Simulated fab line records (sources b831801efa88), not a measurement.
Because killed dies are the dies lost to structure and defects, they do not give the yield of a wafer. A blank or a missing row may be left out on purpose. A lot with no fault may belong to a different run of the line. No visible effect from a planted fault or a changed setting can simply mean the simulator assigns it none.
fab line records	flow sfq-line
record lots=5	wafers=14	last-day=81
route steps=325 shown M2@92 I2@103 M3@118 I3@133 M8@325
lots that met no fault: taken from a fault-free run of the same line
start-h: hours from the record's first day to the start of the lot's first wafer shown	wait-h: time in hours since the lot's previous step	" as in the row above	L1.1+2: a single row standing in for several wafers	- no value present, or no start provided	* or withheld: withheld	< > ~ a bound
route shown NAME@n: names a module that has steps shown in the file, with the first one's number in the route	usual: mean/standard deviation of fault-free wafers	same: alike in all rows	chamber/n: place in a boat	sites: each site's reading	_std_site: standard deviation across them	_edge_site: inner sites' mean taken away from outer sites' mean	radius-mm: for every site, how far away it sits from the centre of the wafer	mask NAME#n: copy n	behind: the last tool/chamber to shape the wafer	hold: reason for holding the lot/hours on hold/outcome of the hold	device: names the non-switching transistor (n, p or np)	end of line: tests of these same wafers at the route's end	a step with no rows: only its recipe	killed: dies lost to structure and defects at the first sort, not the wafer's yield	map: the dies of a wafer, with x for killed, . for not killed, _ for no die there
set.NAME: setting as actually run; set.NAME@STEP: the setting as run at that earlier step	model.NAME: the simulator's own value behind a step, which no gauge read
lots at some steps of the route; a table a step, a row a wafer
services: the hour from which a tool's chamber was out of use, counted from the record's first day as start-h (under 0 if before that day), plus the number of hours and why
## steps
# step SFQ_TRILAYER_M2_LITHO_COAT_062
# recipe resist=BARC	spin-rpm=3000	resist-thk-nm=62
# step SFQ_TRILAYER_M2_LITHO_COAT_057
# recipe resist=KrF	spin-rpm=3000	resist-thk-nm=600
# step SFQ_TRILAYER_M2_LITHO_SOFTBAKE_061
# recipe temp-c=withheld	time-s=withheld	resist=KrF
# step SFQ_TRILAYER_M2_LITHO_EXPOSE_058
# recipe mask-id=M2	na=0.6	source-shape=conventional	sigma-outer=0.65	target-cd-nm=500	dose-mj=14.4
# step SFQ_TRILAYER_M2_LITHO_PEB_060
# recipe peb-temp-c=115	peb-time-s=60	resist=KrF
# step SFQ_TRILAYER_M2_LITHO_DEVELOP_059
# recipe time-s=60	resist=KrF
# step SFQ_M2_OVL_MEAS_916
# usual M2_OVL=1/5.7
lot.wafer	tool	chamber	start-h	wait-h	M2_OVL[nm]
L246.3	overlay-01	-	524.03	0.1	-3
L246.4	"	-	"	"	0
L246.6	"	-	"	"	-7
L251.1	overlay-01	-	553.50	0.1	3
L251.2	"	-	"	"	-1
L251.3	"	-	"	"	-7
L260.1	overlay-02	-	819.91	0.1	2
L260.3	"	-	"	"	0
L264.4	overlay-02	-	881.50	0.1	16
L264.5	"	-	"	"	7
L264.6	"	-	"	"	8
L265.2	overlay-01	-	892.28	0.1	1
L265.3	"	-	"	"	-5
L265.4	"	-	"	"	2
# step SFQ_TRILAYER_M2_BARC_OPEN_METAL_ETCH_077
# recipe mask-material=PR	chemistry=O2	target-depth-nm=125	target=BARC	icp-w=600	bias-w=80	pressure-mtorr=10	time-s=41.7
# usual drypump-motor-current-A=5.4/0.51	oes-product-au=0.685/0.0042
lot.wafer	tool	chamber	start-h	wait-h	drypump-motor-current-A	oes-product-au	rf-hours-counter-h
L246.3	rie-metal-03	0	524.07	0.0	6.1	0.686	-
L246.4	"	1	"	"	4.9	0.686	-
L246.6	"	0	"	"	6.0	0.685	-
L251.1	rie-metal-02	1	553.53	0.0	5.6	0.690	49
L251.2	"	0	"	"	6.5	0.685	61
L251.3	"	0	"	"	6.5	0.686	-
L260.1	rie-metal-03	0	819.94	0.0	6.1	0.685	56
L260.3	"	0	"	"	6.1	0.686	-
L264.4	rie-metal-02	0	881.53	0.0	6.4	0.685	-
L264.5	"	1	"	"	5.6	0.681	-
L264.6	"	0	"	"	6.4	0.683	-
L265.2	rie-metal-03	0	892.31	0.0	6.0	0.690	66
L265.3	"	1	"	"	4.9	0.687	-
L265.4	"	0	"	"	6.1	0.689	-
# step SFQ_TRILAYER_M2_ETCH_METAL_ETCH_060
# recipe target=Nb	stop-on=SiO2	mask-material=PR	chemistry=Cl2/Ar	target-depth-nm=240	icp-w=600	bias-w=80	pressure-mtorr=10	time-s=120
# usual drypump-motor-current-A=5.4/0.51	oes-product-au=0.893/0.0066
lot.wafer	tool	chamber	start-h	wait-h	drypump-motor-current-A	oes-product-au	rf-hours-counter-h
L246.3	rie-metal-03	0	524.16	0.1	6.0	0.900	-
L246.4	"	1	"	"	5.0	0.901	-
L246.6	"	0	"	"	6.1	0.891	-
L251.1	rie-metal-02	1	553.59	0.0	5.6	0.885	49
L251.2	"	0	"	"	6.4	0.885	61
L251.3	"	0	"	"	6.4	0.884	-
L260.1	rie-metal-03	0	820.00	0.0	6.1	0.895	56
L260.3	"	0	"	"	6.1	0.897	-
L264.4	rie-metal-02	0	881.62	0.1	6.4	0.893	-
L264.5	"	1	"	"	5.6	0.892	-
L264.6	"	0	"	"	6.4	0.891	-
L265.2	rie-metal-03	0	892.37	0.0	6.1	0.891	66
L265.3	"	1	"	"	5.0	0.899	-
L265.4	"	0	"	"	6.0	0.886	-
# step SFQ_TRILAYER_M2_STRIP_STRIP_061
# recipe gas=O2	power-w=200	platen-temp-c=40	overash-fraction=0.65	chemistry=O2	pressure-mtorr=50
# step SFQ_TRILAYER_M2_STRIP_SOLV_CLEAN_062
# recipe chemistry=NMP	temp-c=70	time-s=600
# step SFQ_TRILAYER_I2_DEP_PECVD_063
# recipe material=SiO2	temp-c=150	time-s=111.11	pressure-torr=2.4	rf-w=183.3	precursor=SiH4/N2O	target-thk-nm=500
# step SFQ_TRILAYER_I2_CMP_CMP_064
# recipe material=SiO2	down-force-psi=3	platen-rpm=60	pad-velocity-m-s=0.94248
# usual edge-zone-pressure-frac=1.001/0.0049	motor-current-A=10.7/0.99	time-to-endpoint-s=214/6.4
lot.wafer	tool	chamber	start-h	wait-h	edge-zone-pressure-frac	motor-current-A	time-to-endpoint-s	model.SiO2_of_TRILAYER_I2_DEP_PECVD_063.thk-nm
L246.3	cmp-01	3	528.27	3.2	1.004	11.7	211	200.6
L246.4	"	0	"	"	1.001	11.8	214	200.1
L246.6	"	3	530.27	5.2	0.997	11.0	220	201
L251.3	cmp-02	3	554.57	0.0	1.004	9.1	208	200.1
L251.1	"	0	"	"	1.004	9.7	220	200.7
L251.2	"	1	"	"	0.999	10.7	208	200.2
L260.3	cmp-01	3	822.78	1.8	0.996	11.5	211	200.1
L260.1	"	2	824.28	3.3	0.999	9.9	223	180.2
L264.4	cmp-02	1	903.12	20.6	0.998	11.2	200	199.6
L264.5	"	3	904.12	21.6	0.995	9.5	210	198.8
L264.6	"	0	"	"	1.007	9.5	211	201.3
L265.4	cmp-01	3	915.78	22.4	1.007	11.1	224	201.6
L265.3	"	0	"	"	1.005	11.2	217	200.6
L265.2	"	1	"	"	0.997	11.8	213	201.4
# step SFQ_I2_BOW_MEAS_917
# recipe mode=bow
# usual I2_BOW=3/8
lot.wafer	tool	chamber	start-h	wait-h	I2_BOW[um]
L246.3	film-metro-02	-	530.81	2.0	9
L246.4	"	-	"	"	-2
L246.6	"	-	"	"	3
L251.1	film-metro-04	-	557.57	2.0	-4
L251.2	"	-	"	"	11
L251.3	"	-	"	"	10
L260.1	film-metro-04	-	825.78	1.0	-5
L260.3	"	-	"	"	5
L264.4	film-metro-04	-	905.18	1.6	-5
L264.5	"	-	"	"	4
L264.6	"	-	"	"	1
L265.2	film-metro-04	-	918.80	1.5	4
L265.3	"	-	"	"	2
L265.4	"	-	"	"	8
# step SFQ_TRILAYER_I2_METRO_MEASURE_065
# usual thk-nm=200.2/0.91
lot.wafer	tool	chamber	start-h	wait-h	thk-nm
L246.3	film-metro-02	-	531.29	0.5	200.6
L246.4	"	-	"	"	199.9
L246.6	"	-	"	"	201.0
L251.1	film-metro-04	-	557.69	0.1	200.7
L251.2	"	-	"	"	200.0
L251.3	"	-	"	"	200.0
L260.1	film-metro-04	-	825.90	0.1	180.3
L260.3	"	-	"	"	200.0
L264.4	film-metro-04	-	905.84	0.6	199.5
L264.5	"	-	"	"	198.8
L264.6	"	-	"	"	201.3
L265.2	film-metro-04	-	919.10	0.3	201.4
L265.3	"	-	"	"	200.7
L265.4	"	-	"	"	201.7
# step SFQ_TRILAYER_I2_VIA_LITHO_COAT_072
# recipe resist=BARC	spin-rpm=3000	resist-thk-nm=62
# step SFQ_TRILAYER_I2_VIA_LITHO_COAT_067
# recipe resist=KrF	spin-rpm=3000	resist-thk-nm=650
# step SFQ_TRILAYER_I2_VIA_LITHO_SOFTBAKE_071
# recipe temp-c=withheld	time-s=withheld	resist=KrF
# step SFQ_TRILAYER_I2_VIA_LITHO_EXPOSE_068
# recipe mask-id=I2	na=0.6	source-shape=conventional	sigma-outer=0.65	target-cd-nm=500	dose-mj=21.3
# step SFQ_TRILAYER_I2_VIA_LITHO_PEB_070
# recipe peb-temp-c=115	peb-time-s=60	resist=KrF
# step SFQ_TRILAYER_I2_VIA_LITHO_DEVELOP_069
# recipe time-s=60	resist=KrF
# step SFQ_I2_OVL_MEAS_918
# usual I2_OVL=-1/5.7
lot.wafer	tool	chamber	start-h	wait-h	I2_OVL[nm]
L246.3	overlay-01	-	685.87	0.1	-1
L246.4	"	-	"	"	2
L246.6	"	-	"	"	0
L251.1	overlay-02	-	714.01	0.1	-4
L251.2	"	-	"	"	-11
L251.3	"	-	"	"	-8
L260.1	overlay-02	-	957.51	0.1	2
L260.3	"	-	"	"	-1
L264.4	overlay-02	-	1010.33	0.1	2
L264.5	"	-	"	"	2
L264.6	"	-	"	"	5
L265.2	overlay-02	-	1029.25	0.1	1
L265.3	"	-	"	"	3
L265.4	"	-	"	"	5
# step SFQ_TRILAYER_I2_VIA_BARC_OPEN_VIA_ETCH_096
# recipe mask-material=PR	chemistry=O2	target-depth-nm=125	target=BARC	source-w=500	bias-w=80	pressure-mtorr=30	time-s=41.7
# step SFQ_TRILAYER_I2_VIA_ETCH_VIA_ETCH_070
# recipe target=SiO2	stop-on=Nb	mask-material=PR	taper-deg=20	chemistry=CHF3	target-depth-nm=260	source-w=500	bias-w=80	pressure-mtorr=30	time-s=withheld
# usual drypump-motor-current-A=5.6/0.65	oes-product-au=0.855/0.0051
lot.wafer	tool	chamber	start-h	wait-h	drypump-motor-current-A	oes-product-au	model.I2.feature-depth-nm	model.etch.depth-nm
L246.3	rie-diel-03	1	685.93	0.0	6.5	0.854	200.6	200.6
L246.4	"	0	"	"	5.0	0.846	200.1	200.1
L246.6	"	1	"	"	6.5	0.858	201	201
L251.1	rie-diel-03	1	714.08	0.0	6.5	0.860	200.7	200.7
L251.2	"	2	"	"	6.5	0.846	200.2	200.2
L251.3	"	3	"	"	5.2	0.860	200.1	200.1
L260.1	rie-diel-03	0	957.58	0.0	5.1	0.810	180.2	180.2
L260.3	"	2	"	"	6.5	0.859	200.1	200.1
L264.4	rie-diel-01	1	1010.44	0.1	4.7	0.852	199.6	199.6
L264.5	"	0	"	"	5.7	0.847	198.8	198.8
L264.6	"	2	"	"	5.6	0.858	201.3	201.3
L265.2	rie-diel-01	3	1029.32	0.0	6.5	0.857	201.4	201.4
L265.3	"	1	"	"	4.7	0.859	200.6	200.6
L265.4	"	2	"	"	5.7	0.861	201.6	201.6
# step SFQ_TRILAYER_I2_VIA_STRIP_STRIP_071
# recipe gas=O2	power-w=200	platen-temp-c=40	overash-fraction=0.65	chemistry=O2	pressure-mtorr=50
# usual drypump-motor-current-A=5.7/0.51	oes-product-au=0.999/0.0063
lot.wafer	tool	chamber	start-h	wait-h	drypump-motor-current-A	oes-product-au	rf-hours-counter-h
L246.3	rie-metal-02	0	686.25	-	6.4	0.989	-
L246.4	"	1	"	"	5.5	0.999	-
L246.6	"	1	"	"	5.6	1.005	-
L251.1	rie-metal-01	0	714.20	-	6.1	0.998	103
L251.2	"	1	"	"	5.5	0.999	48
L251.3	"	1	"	"	5.5	1.001	-
L260.1	rie-metal-01	0	957.70	-	6.1	0.996	129
L260.3	"	1	"	"	5.5	1.000	-
L264.4	rie-metal-03	0	1010.70	-	6.1	0.991	-
L264.5	"	0	"	"	6.1	1.002	-
L264.6	"	1	"	"	5.0	1.009	-
L265.2	rie-metal-03	0	1029.43	-	6.1	0.994	87
L265.3	"	0	"	"	6.0	0.999	-
L265.4	"	1	"	"	5.0	1.006	-
# step SFQ_TRILAYER_I2_VIA_STRIP_SOLV_CLEAN_072
# recipe chemistry=NMP	temp-c=70	time-s=600
# step SFQ_TRILAYER_M3_DEP_PRE_CLEAN_074
# recipe gas=Ar	time-s=22.5	bias-v=250
lot.wafer	tool	chamber	start-h	wait-h	model.SiO2_of_TRILAYER_I2_DEP_PECVD_063.thk-nm
L246.3	pvd-sputter-05	-	686.84	0.0	193.1
L246.4	"	-	"	"	192.6
L246.6	"	-	"	"	193.5
L251.1	pvd-sputter-05	-	714.97	0.0	193.2
L251.2	"	-	"	"	192.7
L251.3	"	-	"	"	192.6
L260.1	pvd-sputter-04	-	958.47	0.0	172.7
L260.3	"	-	"	"	192.6
L264.4	pvd-sputter-05	-	1011.27	0.0	192.1
L264.5	"	-	"	"	191.3
L264.6	"	-	"	"	193.8
L265.2	pvd-sputter-05	-	1030.22	0.0	193.9
L265.3	"	-	"	"	193.1
L265.4	"	-	"	"	194.1
# step SFQ_TRILAYER_M3_DEP_SPUTTER_073
# recipe material=Nb	base-pressure-pa=1.33e-06	chamber-pressure-pa=0.1333	substrate-temp-c=20	resputter-cathode-voltage-v=400	target-thk-nm=200	power-w=2000	time-s=133.3
# step SFQ_M3_RS_MEAS_919
# recipe thk-meas-gauge=four-point-probe	reads=Nb_of_TRILAYER_M3_DEP_SPUTTER_073
# usual M3_NB_RS=0.889/0.0073
lot.wafer	tool	chamber	start-h	wait-h	M3_NB_RS[ohm/sq]
L246.3	film-metro-03	-	687.00	0.1	0.883
L246.4	"	-	"	"	0.887
L246.6	"	-	"	"	0.877
L251.1	film-metro-03	-	715.09	0.0	0.885
L251.2	"	-	"	"	0.884
L251.3	"	-	"	"	0.878
L260.1	film-metro-03	-	958.59	0.0	0.891
L260.3	"	-	"	"	0.889
L264.4	film-metro-03	-	1011.45	0.1	0.894
L264.5	"	-	"	"	0.896
L264.6	"	-	"	"	0.892
L265.2	film-metro-01	-	1030.36	0.1	0.887
L265.3	"	-	"	"	0.887
L265.4	"	-	"	"	0.887
# step SFQ_TRILAYER_M3_LITHO_COAT_080
# recipe resist=BARC	spin-rpm=3000	resist-thk-nm=62
# step SFQ_TRILAYER_M3_LITHO_COAT_075
# recipe resist=KrF	spin-rpm=3000	resist-thk-nm=600
# step SFQ_TRILAYER_M3_LITHO_SOFTBAKE_079
# recipe temp-c=withheld	time-s=withheld	resist=KrF
# step SFQ_TRILAYER_M3_LITHO_EXPOSE_076
# recipe mask-id=M3	na=0.6	source-shape=conventional	sigma-outer=0.65	target-cd-nm=500	dose-mj=14.4
# step SFQ_TRILAYER_M3_LITHO_PEB_078
# recipe peb-temp-c=115	peb-time-s=60	resist=KrF
# step SFQ_TRILAYER_M3_LITHO_DEVELOP_077
# recipe time-s=60	resist=KrF
# step SFQ_M3_OVL_MEAS_921
# usual M3_OVL=-1/6
lot.wafer	tool	chamber	start-h	wait-h	M3_OVL[nm]
L246.3	overlay-02	-	827.12	0.1	-2
L246.4	"	-	"	"	-3
L246.6	"	-	"	"	-4
L251.1	overlay-02	-	858.55	0.1	-1
L251.2	"	-	"	"	-6
L251.3	"	-	"	"	-1
L260.1	overlay-01	-	1078.57	0.1	6
L260.3	"	-	"	"	9
L264.4	overlay-02	-	1152.98	0.1	8
L264.5	"	-	"	"	5
L264.6	"	-	"	"	5
L265.2	overlay-01	-	1170.97	0.1	2
L265.3	"	-	"	"	6
L265.4	"	-	"	"	4
# step SFQ_TRILAYER_M3_BARC_OPEN_METAL_ETCH_100
# recipe mask-material=PR	chemistry=O2	target-depth-nm=125	target=BARC	icp-w=600	bias-w=80	pressure-mtorr=10	time-s=41.7
# step SFQ_TRILAYER_M3_ETCH_METAL_ETCH_078
# recipe target=Nb	stop-on=SiO2	mask-material=PR	chemistry=Cl2/Ar	target-depth-nm=240	icp-w=600	bias-w=80	pressure-mtorr=10	time-s=120
# usual drypump-motor-current-A=5.7/0.42	oes-product-au=0.895/0.0064
lot.wafer	tool	chamber	start-h	wait-h	drypump-motor-current-A	oes-product-au	rf-hours-counter-h
L246.3	rie-metal-01	0	827.24	0.1	6.1	0.893	-
L246.4	"	1	"	"	5.5	0.902	-
L246.6	"	0	"	"	6.1	0.908	-
L251.1	rie-metal-02	1	858.65	0.0	5.6	0.901	86
L251.2	"	0	"	"	6.5	0.904	94
L251.3	"	1	"	"	5.6	0.902	-
L260.1	rie-metal-01	0	1078.66	0.0	6.1	0.901	5
L260.3	"	0	"	"	6.1	0.900	-
L264.4	rie-metal-01	0	1153.10	0.1	6.1	0.887	-
L264.5	"	1	"	"	5.5	0.893	-
L264.6	"	0	"	"	6.1	0.896	-
L265.2	rie-metal-02	1	1171.16	0.1	5.6	0.897	-
L265.3	"	1	"	"	5.5	0.905	-
L265.4	"	1	"	"	5.5	0.891	-
# step SFQ_TRILAYER_M3_STRIP_STRIP_079
# recipe gas=O2	power-w=200	platen-temp-c=40	overash-fraction=0.65	chemistry=O2	pressure-mtorr=50
# step SFQ_TRILAYER_M3_STRIP_SOLV_CLEAN_080
# recipe chemistry=NMP	temp-c=70	time-s=600
# step SFQ_TRILAYER_I3_DEP_PECVD_081
# recipe material=SiO2	temp-c=150	time-s=111.11	pressure-torr=2.4	rf-w=183.3	precursor=SiH4/N2O	target-thk-nm=500
# usual heater-power-w=83/18	showerhead-vpp-V=839/32	throttle-valve-pct=25.1/1.2
lot.wafer	tool	chamber	start-h	wait-h	heater-power-w	showerhead-vpp-V	throttle-valve-pct
L246.3	pecvd-03	2	828.10	0.0	57	893	26.1
L246.4	"	0	"	"	96	811	24.6
L246.6	"	2	"	"	44	891	26.1
L251.1	pecvd-02	0	859.55	0.0	107	897	23.6
L251.2	"	2	"	"	77	817	23.1
L251.3	"	1	"	"	80	827	24.3
L260.1	pecvd-02	0	1079.58	0.0	119	908	25.0
L260.3	"	1	"	"	79	837	25.1
L264.4	pecvd-04	2	1154.00	0.0	110	828	22.7
L264.5	"	0	"	"	98	783	24.5
L264.6	"	1	"	"	81	833	24.2
L265.2	pecvd-03	0	1172.75	0.0	100	815	25.1
L265.3	"	1	"	"	80	833	26.4
L265.4	"	2	"	"	48	882	26.8
# step SFQ_M8_BOW_MEAS_951
# recipe mode=bow
# usual M8_BOW=8/11
lot.wafer	tool	chamber	start-h	wait-h	M8_BOW[um]	model.etest.i2.link-ohm
L246.3	film-metro-02	-	1771.61	0.0	23	1.948
L246.4	"	-	"	"	11	1.961
L246.6	"	-	"	"	17	1.949
L251.1	film-metro-01	-	1808.77	0.0	-9	1.971
L251.2	"	-	"	"	7	1.975
L251.3	"	-	"	"	5	1.967
L260.1	film-metro-02	-	1915.12	0.0	4	1.944
L260.3	"	-	"	"	15	1.966
L264.4	film-metro-02	-	1936.33	0.1	7	1.976
L264.5	"	-	"	"	15	1.974
L264.6	"	-	"	"	13	1.966
L265.2	film-metro-02	-	1944.79	0.0	15	1.972
L265.3	"	-	"	"	13	1.962
L265.4	"	-	"	"	19	1.97
## services
tool	chamber	start-h	hours	kind
rie-metal-03	-	520.56	0.2	repair
pvd-sputter-05	-	552.67	10.8	repair
rie-metal-02	0	561.76	15.5	repair
rie-metal-03	-	574.20	4.0	pm
pvd-sputter-05	-	595.01	3.6	repair
pvd-sputter-05	-	596.20	8.8	repair
pvd-sputter-05	-	615.37	5.1	repair
rie-metal-03	0	674.93	2.2	repair
rie-metal-01	-	704.15	0.5	repair
rie-metal-02	-	718.40	2.8	pm
rie-metal-01	0	722.95	15.1	repair
rie-metal-03	0	781.39	11.5	repair
rie-metal-01	-	781.79	28.1	pm
pvd-sputter-05	-	827.66	2.2	repair
rie-metal-03	0	878.83	2.5	repair
rie-metal-03	-	882.87	0.7	repair
pvd-sputter-05	-	955.95	3.6	repair
rie-metal-02	-	997.45	14.6	pm
rie-metal-02	0	1012.95	3.4	repair
rie-metal-01	1	1055.09	7.8	repair
rie-metal-02	-	1076.76	1.4	pm
pvd-sputter-05	-	1080.81	1.6	repair
rie-metal-01	-	1084.43	2.8	pm
rie-metal-02	1	1133.86	3.6	repair
## key
first-sign step=SFQ_TRILAYER_I2_METRO_MEASURE_065	reading=thk-nm	direction=down	sigmas=22	usual=200.2	struck=180.3
effect step=SFQ_TRILAYER_I2_VIA_ETCH_VIA_ETCH_070	reading=oes-product-au	direction=down	sigmas=8.9	usual=0.855	struck=0.810
model-effect step=SFQ_TRILAYER_I2_CMP_CMP_064	value=SiO2_of_TRILAYER_I2_DEP_PECVD_063.thk-nm	without=200.2	struck=180.2
model-effect step=SFQ_TRILAYER_I2_VIA_ETCH_VIA_ETCH_070	value=I2.feature-depth-nm	without=200.2	struck=180.2
model-effect step=SFQ_TRILAYER_M3_DEP_PRE_CLEAN_074	value=SiO2_of_TRILAYER_I2_DEP_PECVD_063.thk-nm	without=192.7	struck=172.7
model-effect step=SFQ_M8_BOW_MEAS_951	value=etest.i2.link-ohm	without=1.963	struck=1.944
met-at SFQ_TRILAYER_I2_CMP_CMP_064
struck-wafers L260.1
onset-between 528.27 822.78
fault kind=process-parameter-drift	tool=cmp-01	chamber=-	onset-h=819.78	steps=SFQ_TRILAYER_I2_CMP_CMP_064	channel=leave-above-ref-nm	offset=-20	shape=step	end-h=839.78	scope=struck-wafers-only	acts-in=these-recipes-only	stated=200
